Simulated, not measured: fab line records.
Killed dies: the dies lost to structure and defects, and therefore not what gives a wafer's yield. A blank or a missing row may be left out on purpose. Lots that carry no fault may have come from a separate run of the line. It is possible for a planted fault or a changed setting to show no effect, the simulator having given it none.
fab line records / flow sky130
[record] lots = 7 wafers = 21 last_day = 50
route steps=708 shown FIELD_ISO@29 NWELL@32 DNWELL@35 PWDE@45
lots with no fault: from the same line, run without faults
start_h: hours from the record's opening day to when the first of the lot's shown wafers began / wait_h: hours since the lot's step before / " identical to the entry in the row above / L1.1+2: several wafers, shown together as one row / - either no value or no given start / * or withheld: withheld / < > ~ a bound
route shown NAME@n: names a module that has steps shown in the file, with the first one's number in the route / usual: mean/standard deviation taken from wafers without a fault / same: alike in all rows / chamber/n: place in a boat / sites: the reading at each site / _std_site: their standard deviation / _edge_site: mean of outer sites minus mean of inner sites / radius_mm: how far each site lies from the wafer's centre / mask NAME#n: copy n / behind: the most recent tool/chamber to have shaped the wafer / hold: what put the lot on hold/how long, in hours/how the hold closed / device: transistor that didn't switch, given as n, p or np / end of line: the route-end tests of the same wafers / where a step has no rows: the recipe by itself / killed: dies lost to structure and defects at the first sort, not the wafer's yield / map: a wafer's dies, x killed, . not, _ none there
set.NAME: the setting the step ran with; set.NAME@STEP: the setting that earlier step ran with / model.NAME: the simulator's own value behind a step, which no gauge read
lots at selected steps of the route; one table per step, one row per wafer
services: the hour from which a tool's chamber was out of use, counted from the record's first day as start_h (under 0 if before that day), plus the number of hours and why
[[steps]]
[step SKY_FIELD_ISO_WET_ETCH_28]
[recipe] chemistry = dHF target_depth_nm = 23.7 target = SiO2 dilution = 10:1 temp_c = 25 time_s = 47
[step SKY_FIELD_ISO_WET_ETCH_29]
[recipe] chemistry = H3PO4 target_depth_nm = 160 target = Si3N4 temp_c = 160 time_s = 1825
[step SKY_FIELD_ISO_WET_ETCH_30]
[recipe] chemistry = dHF target_depth_nm = 25 target = SiO2 dilution = 10:1 temp_c = 25 time_s = 50
[step SKY_NWELL_CLEAN_00]
[recipe] chemistry = SC1/SC2 mix = 1:4:20 temp_c = 70 time_s = 150 dry = n2_spin
[step SKY_NWELL_OXIDATION_01]
[recipe] temp_c = 900 ambient = O2 stabilise_s = 600 purge_s = 300 target_thk_a = 100 ox_time_s = 1418
[step SKY_NWELL_THK_MEAS_02]
[recipe] reads = SiO2_of_NWELL_OXIDATION_01
[usual] NWELL_OXIDATION_THK = 10.04/0.21
lot.wafer=L463.2 tool=film_metro-03 chamber=- start_h=52.13 wait_h=0.0 NWELL_OXIDATION_THK[nm]=9.99
lot.wafer=L463.4 tool=film_metro-03 chamber=- start_h=52.13 wait_h=0.0 NWELL_OXIDATION_THK[nm]=9.99
lot.wafer=L463.6 tool=film_metro-03 chamber=- start_h=52.13 wait_h=0.0 NWELL_OXIDATION_THK[nm]=9.89
lot.wafer=L475.2 tool=film_metro-04 chamber=- start_h=115.38 wait_h=0.0 NWELL_OXIDATION_THK[nm]=10.52
lot.wafer=L475.3 tool=film_metro-04 chamber=- start_h=115.38 wait_h=0.0 NWELL_OXIDATION_THK[nm]=10.46
lot.wafer=L475.5 tool=film_metro-04 chamber=- start_h=115.38 wait_h=0.0 NWELL_OXIDATION_THK[nm]=10.45
lot.wafer=L476.1 tool=film_metro-03 chamber=- start_h=121.15 wait_h=0.0 NWELL_OXIDATION_THK[nm]=9.78
lot.wafer=L476.4 tool=film_metro-03 chamber=- start_h=121.15 wait_h=0.0 NWELL_OXIDATION_THK[nm]=9.64
lot.wafer=L476.5 tool=film_metro-03 chamber=- start_h=121.15 wait_h=0.0 NWELL_OXIDATION_THK[nm]=9.76
lot.wafer=L477.1 tool=film_metro-03 chamber=- start_h=126.73 wait_h=0.0 NWELL_OXIDATION_THK[nm]=10.01
lot.wafer=L477.4 tool=film_metro-03 chamber=- start_h=126.73 wait_h=0.0 NWELL_OXIDATION_THK[nm]=10.16
lot.wafer=L477.6 tool=film_metro-03 chamber=- start_h=126.73 wait_h=0.0 NWELL_OXIDATION_THK[nm]=9.99
lot.wafer=L479.1 tool=film_metro-03 chamber=- start_h=137.64 wait_h=0.0 NWELL_OXIDATION_THK[nm]=10.24
lot.wafer=L479.3 tool=film_metro-03 chamber=- start_h=137.64 wait_h=0.0 NWELL_OXIDATION_THK[nm]=10.18
lot.wafer=L479.5 tool=film_metro-03 chamber=- start_h=137.64 wait_h=0.0 NWELL_OXIDATION_THK[nm]=9.98
lot.wafer=L480.1 tool=film_metro-04 chamber=- start_h=142.57 wait_h=0.0 NWELL_OXIDATION_THK[nm]=9.83
lot.wafer=L480.4 tool=film_metro-04 chamber=- start_h=142.57 wait_h=0.0 NWELL_OXIDATION_THK[nm]=9.97
lot.wafer=L480.5 tool=film_metro-04 chamber=- start_h=142.57 wait_h=0.0 NWELL_OXIDATION_THK[nm]=9.80
lot.wafer=L482.2 tool=film_metro-04 chamber=- start_h=150.75 wait_h=0.0 NWELL_OXIDATION_THK[nm]=9.60
lot.wafer=L482.5 tool=film_metro-04 chamber=- start_h=150.75 wait_h=0.0 NWELL_OXIDATION_THK[nm]=9.74
lot.wafer=L482.6 tool=film_metro-04 chamber=- start_h=150.75 wait_h=0.0 NWELL_OXIDATION_THK[nm]=9.87
[step SKY_DNWELL_DEHYDRATE_00]
[recipe] temp_c = 200 time_s = 60
[step SKY_DNWELL_HMDS_01]
[recipe] prime_time_s = 60 prime_temp_c = 120
[step SKY_DNWELL_COAT_02]
[recipe] spin_rpm = 1959 resist_thk_nm = 3000
[step SKY_DNWELL_SOFTBAKE_03]
[recipe] temp_c = 110 time_s = withheld
[step SKY_DNWELL_EXPOSE_04]
[recipe] mask_id = DNM na = 0.57 target_cd_nm = 3000 dose_mj = 222
[step SKY_DNWELL_PEB_05]
[recipe] temp_c = 115 time_s = withheld
[step SKY_DNWELL_DEVELOP_06]
[recipe] wall_angle_deg = 90 developer = TMAH develop_time_s = 60 dev_temp_c = 23
[usual] chill_plate_temp_C = 22.97/0.099 develop_time_s = 60/0
lot.wafer=L463.2 tool=litho_track-04 chamber=0 start_h=67 wait_h=- chill_plate_temp_C=22.92 develop_time_s=60
lot.wafer=L463.4 tool=litho_track-04 chamber=0 start_h=67 wait_h=- chill_plate_temp_C=22.75 develop_time_s=60
lot.wafer=L463.6 tool=litho_track-04 chamber=0 start_h=68 wait_h=- chill_plate_temp_C=22.82 develop_time_s=60
lot.wafer=L475.2 tool=litho_track-02 chamber=- start_h=134 wait_h=- chill_plate_temp_C=- develop_time_s=-
lot.wafer=L475.3 tool=litho_track-02 chamber=- start_h=134 wait_h=- chill_plate_temp_C=- develop_time_s=-
lot.wafer=L475.5 tool=litho_track-02 chamber=- start_h=134 wait_h=- chill_plate_temp_C=- develop_time_s=-
lot.wafer=L476.1 tool=litho_track-02 chamber=- start_h=138 wait_h=- chill_plate_temp_C=- develop_time_s=-
lot.wafer=L476.4 tool=litho_track-02 chamber=- start_h=138 wait_h=- chill_plate_temp_C=- develop_time_s=-
lot.wafer=L476.5 tool=litho_track-02 chamber=- start_h=138 wait_h=- chill_plate_temp_C=- develop_time_s=-
lot.wafer=L477.1 tool=litho_track-02 chamber=- start_h=145 wait_h=- chill_plate_temp_C=- develop_time_s=-
lot.wafer=L477.4 tool=litho_track-02 chamber=- start_h=145 wait_h=- chill_plate_temp_C=- develop_time_s=-
lot.wafer=L477.6 tool=litho_track-02 chamber=- start_h=145 wait_h=- chill_plate_temp_C=- develop_time_s=-
lot.wafer=L479.1 tool=litho_track-01 chamber=0 start_h=157 wait_h=- chill_plate_temp_C=22.90 develop_time_s=60
lot.wafer=L479.3 tool=litho_track-01 chamber=0 start_h=157 wait_h=- chill_plate_temp_C=22.98 develop_time_s=60
lot.wafer=L479.5 tool=litho_track-01 chamber=0 start_h=157 wait_h=- chill_plate_temp_C=22.99 develop_time_s=60
lot.wafer=L480.1 tool=litho_track-02 chamber=0 start_h=161 wait_h=- chill_plate_temp_C=23.05 develop_time_s=60
lot.wafer=L480.4 tool=litho_track-02 chamber=0 start_h=162 wait_h=- chill_plate_temp_C=23.05 develop_time_s=60
lot.wafer=L480.5 tool=litho_track-02 chamber=0 start_h=162 wait_h=- chill_plate_temp_C=22.94 develop_time_s=60
lot.wafer=L482.2 tool=litho_track-04 chamber=0 start_h=169 wait_h=- chill_plate_temp_C=22.96 develop_time_s=60
lot.wafer=L482.5 tool=litho_track-04 chamber=0 start_h=169 wait_h=- chill_plate_temp_C=22.80 develop_time_s=60
lot.wafer=L482.6 tool=litho_track-04 chamber=0 start_h=169 wait_h=- chill_plate_temp_C=23.01 develop_time_s=60
[step SKY_DNWELL_IMPLANT_07]
[recipe] species = P energy_kev = withheld dose_cm2 = withheld tilt_deg = withheld
[step SKY_DNWELL_STRIP_08]
[recipe] chemistry = O2/N2 power_w = 1400 pressure_mtorr = 1500 platen_temp_c = withheld o2_flow_sccm = 3000 n2_flow_sccm = 300 overash_fraction = 0.5
[usual] drypump_motor_current_A = 5.9/0.48 oes_product_au = 0.723/0.0045 strip_time_to_endpoint_s = 37.37/0.11
lot.wafer=L463.2 tool=plasma_asher-03 chamber=0 start_h=68.21 wait_h=0.1 drypump_motor_current_A=6.0 oes_product_au=0.722 rf_hours_counter_h=26 strip_time_to_endpoint_s=37.16
lot.wafer=L463.4 tool=plasma_asher-03 chamber=1 start_h=68.21 wait_h=0.1 drypump_motor_current_A=6.0 oes_product_au=0.722 rf_hours_counter_h=- strip_time_to_endpoint_s=37.16
lot.wafer=L463.6 tool=plasma_asher-03 chamber=1 start_h=68.21 wait_h=0.1 drypump_motor_current_A=6.0 oes_product_au=0.725 rf_hours_counter_h=- strip_time_to_endpoint_s=37.06
lot.wafer=L475.2 tool=plasma_asher-04 chamber=0 start_h=134.31 wait_h=0.1 drypump_motor_current_A=6.3 oes_product_au=0.728 rf_hours_counter_h=1 strip_time_to_endpoint_s=37.50
lot.wafer=L475.3 tool=plasma_asher-04 chamber=1 start_h=134.31 wait_h=0.1 drypump_motor_current_A=4.9 oes_product_au=0.719 rf_hours_counter_h=- strip_time_to_endpoint_s=37.49
lot.wafer=L475.5 tool=plasma_asher-04 chamber=1 start_h=134.31 wait_h=0.1 drypump_motor_current_A=5.0 oes_product_au=0.718 rf_hours_counter_h=- strip_time_to_endpoint_s=37.51
lot.wafer=L476.1 tool=plasma_asher-03 chamber=0 start_h=139.01 wait_h=0.1 drypump_motor_current_A=6.0 oes_product_au=0.723 rf_hours_counter_h=34 strip_time_to_endpoint_s=37.52
lot.wafer=L476.4 tool=plasma_asher-03 chamber=0 start_h=139.01 wait_h=0.1 drypump_motor_current_A=6.0 oes_product_au=0.720 rf_hours_counter_h=- strip_time_to_endpoint_s=37.39
lot.wafer=L476.5 tool=plasma_asher-03 chamber=1 start_h=139.01 wait_h=0.1 drypump_motor_current_A=6.0 oes_product_au=0.722 rf_hours_counter_h=- strip_time_to_endpoint_s=37.39
lot.wafer=L477.1 tool=plasma_asher-02 chamber=0 start_h=145.86 wait_h=0.1 drypump_motor_current_A=5.8 oes_product_au=0.712 rf_hours_counter_h=45 strip_time_to_endpoint_s=37.55
lot.wafer=L477.4 tool=plasma_asher-02 chamber=1 start_h=145.86 wait_h=0.1 drypump_motor_current_A=6.5 oes_product_au=0.731 rf_hours_counter_h=- strip_time_to_endpoint_s=37.40
lot.wafer=L477.6 tool=plasma_asher-02 chamber=0 start_h=145.86 wait_h=0.1 drypump_motor_current_A=5.8 oes_product_au=0.717 rf_hours_counter_h=- strip_time_to_endpoint_s=37.52
lot.wafer=L479.1 tool=plasma_asher-02 chamber=1 start_h=157.77 wait_h=0.1 drypump_motor_current_A=6.5 oes_product_au=0.719 rf_hours_counter_h=46 strip_time_to_endpoint_s=37.54
lot.wafer=L479.3 tool=plasma_asher-02 chamber=1 start_h=157.77 wait_h=0.1 drypump_motor_current_A=6.5 oes_product_au=0.724 rf_hours_counter_h=- strip_time_to_endpoint_s=37.51
lot.wafer=L479.5 tool=plasma_asher-02 chamber=0 start_h=157.77 wait_h=0.1 drypump_motor_current_A=5.8 oes_product_au=0.731 rf_hours_counter_h=- strip_time_to_endpoint_s=37.60
lot.wafer=L480.1 tool=plasma_asher-03 chamber=1 start_h=162.26 wait_h=0.1 drypump_motor_current_A=6.0 oes_product_au=0.728 rf_hours_counter_h=36 strip_time_to_endpoint_s=37.46
lot.wafer=L480.4 tool=plasma_asher-03 chamber=0 start_h=162.26 wait_h=0.1 drypump_motor_current_A=6.0 oes_product_au=0.720 rf_hours_counter_h=- strip_time_to_endpoint_s=37.43
lot.wafer=L480.5 tool=plasma_asher-03 chamber=0 start_h=162.26 wait_h=0.1 drypump_motor_current_A=6.0 oes_product_au=0.728 rf_hours_counter_h=- strip_time_to_endpoint_s=37.46
lot.wafer=L482.2 tool=plasma_asher-04 chamber=0 start_h=169.81 wait_h=0.1 drypump_motor_current_A=6.3 oes_product_au=0.718 rf_hours_counter_h=5 strip_time_to_endpoint_s=37.39
lot.wafer=L482.5 tool=plasma_asher-04 chamber=0 start_h=169.81 wait_h=0.1 drypump_motor_current_A=6.3 oes_product_au=0.728 rf_hours_counter_h=- strip_time_to_endpoint_s=37.44
lot.wafer=L482.6 tool=plasma_asher-04 chamber=1 start_h=169.81 wait_h=0.1 drypump_motor_current_A=4.9 oes_product_au=0.731 rf_hours_counter_h=- strip_time_to_endpoint_s=37.50
[step SKY_DNWELL_TW_MEAS_09]
[usual] DNWELL_TW = 1111/6.4
lot.wafer=L463.2 tool=film_metro-01 chamber=- start_h=68.32 wait_h=0.1 DNWELL_TW=1116
lot.wafer=L463.4 tool=film_metro-01 chamber=- start_h=68.32 wait_h=0.1 DNWELL_TW=1116
lot.wafer=L463.6 tool=film_metro-01 chamber=- start_h=68.32 wait_h=0.1 DNWELL_TW=1115
lot.wafer=L475.2 tool=film_metro-01 chamber=- start_h=134.42 wait_h=0.1 DNWELL_TW=30
lot.wafer=L475.3 tool=film_metro-01 chamber=- start_h=134.42 wait_h=0.1 DNWELL_TW=30
lot.wafer=L475.5 tool=film_metro-01 chamber=- start_h=134.42 wait_h=0.1 DNWELL_TW=30
lot.wafer=L476.1 tool=film_metro-03 chamber=- start_h=139.11 wait_h=0.1 DNWELL_TW=30
lot.wafer=L476.4 tool=film_metro-03 chamber=- start_h=139.11 wait_h=0.1 DNWELL_TW=30
lot.wafer=L476.5 tool=film_metro-03 chamber=- start_h=139.11 wait_h=0.1 DNWELL_TW=30
lot.wafer=L477.1 tool=film_metro-04 chamber=- start_h=145.96 wait_h=0.1 DNWELL_TW=30
lot.wafer=L477.4 tool=film_metro-04 chamber=- start_h=145.96 wait_h=0.1 DNWELL_TW=30
lot.wafer=L477.6 tool=film_metro-04 chamber=- start_h=145.96 wait_h=0.1 DNWELL_TW=30
lot.wafer=L479.1 tool=film_metro-03 chamber=- start_h=157.87 wait_h=0.1 DNWELL_TW=1119
lot.wafer=L479.3 tool=film_metro-03 chamber=- start_h=157.87 wait_h=0.1 DNWELL_TW=1117
lot.wafer=L479.5 tool=film_metro-03 chamber=- start_h=157.87 wait_h=0.1 DNWELL_TW=1116
lot.wafer=L480.1 tool=film_metro-03 chamber=- start_h=162.36 wait_h=0.1 DNWELL_TW=1113
lot.wafer=L480.4 tool=film_metro-03 chamber=- start_h=162.36 wait_h=0.1 DNWELL_TW=1114
lot.wafer=L480.5 tool=film_metro-03 chamber=- start_h=162.36 wait_h=0.1 DNWELL_TW=1111
lot.wafer=L482.2 tool=film_metro-03 chamber=- start_h=169.92 wait_h=0.1 DNWELL_TW=1112
lot.wafer=L482.5 tool=film_metro-03 chamber=- start_h=169.92 wait_h=0.1 DNWELL_TW=1113
lot.wafer=L482.6 tool=film_metro-03 chamber=- start_h=169.92 wait_h=0.1 DNWELL_TW=1107
[step SKY_PWDE_DEHYDRATE_00]
[recipe] temp_c = 200 time_s = 60
[[services]]
tool=plasma_asher-02 chamber=- start_h=57.62 hours=5.4 kind=repair
tool=plasma_asher-04 chamber=- start_h=108.75 hours=9.0 kind=pm
tool=plasma_asher-04 chamber=0 start_h=108.75 hours=9.0 kind=vent_cycle
tool=plasma_asher-04 chamber=1 start_h=108.75 hours=9.0 kind=vent_cycle
tool=plasma_asher-04 chamber=0 start_h=117.75 hours=- kind=clean
tool=plasma_asher-04 chamber=1 start_h=117.75 hours=- kind=clean
tool=plasma_asher-03 chamber=- start_h=124.72 hours=0.8 kind=repair
tool=plasma_asher-04 chamber=- start_h=129.69 hours=4.3 kind=repair
tool=plasma_asher-02 chamber=- start_h=136.99 hours=0.6 kind=repair
tool=plasma_asher-02 chamber=- start_h=139.60 hours=2.8 kind=repair
tool=plasma_asher-02 chamber=- start_h=167.38 hours=2.8 kind=pm
[[key]]
[first_sign] step = SKY_DNWELL_DEVELOP_06 reading = tool_record direction = missing
[effect] step = SKY_DNWELL_TW_MEAS_09 reading = DNWELL_TW direction = down sigmas = 99+ usual = 1111 struck = 30
met_at SKY_DNWELL_DEVELOP_06
struck_wafers L475.2,L475.3,L475.5,L476.1,L476.4,L476.5,L477.1,L477.4,L477.6
sort_left_out L475.2,L475.3,L475.5,L476.1,L476.4,L476.5,L477.1,L477.4,L477.6
tester_left_out L475,L476,L477
[fault] kind = skipped_step_whole tool = litho_track-02 chamber = - onset_h = 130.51 steps = SKY_DNWELL_DEVELOP_06 scope = struck_lots_only
// tester_left_out: of these lots the tester's yield and bins aren't shown, on N5 and GAA mostly nor the transistor test; their killed dies are dies lost to structure and defects alone, not to doping, threshold or leakage, so they don't give the yield
// sort_left_out: the simulated sort isn't trusted on such a fault, so these wafers' sort isn't shown, and their yield isn't known
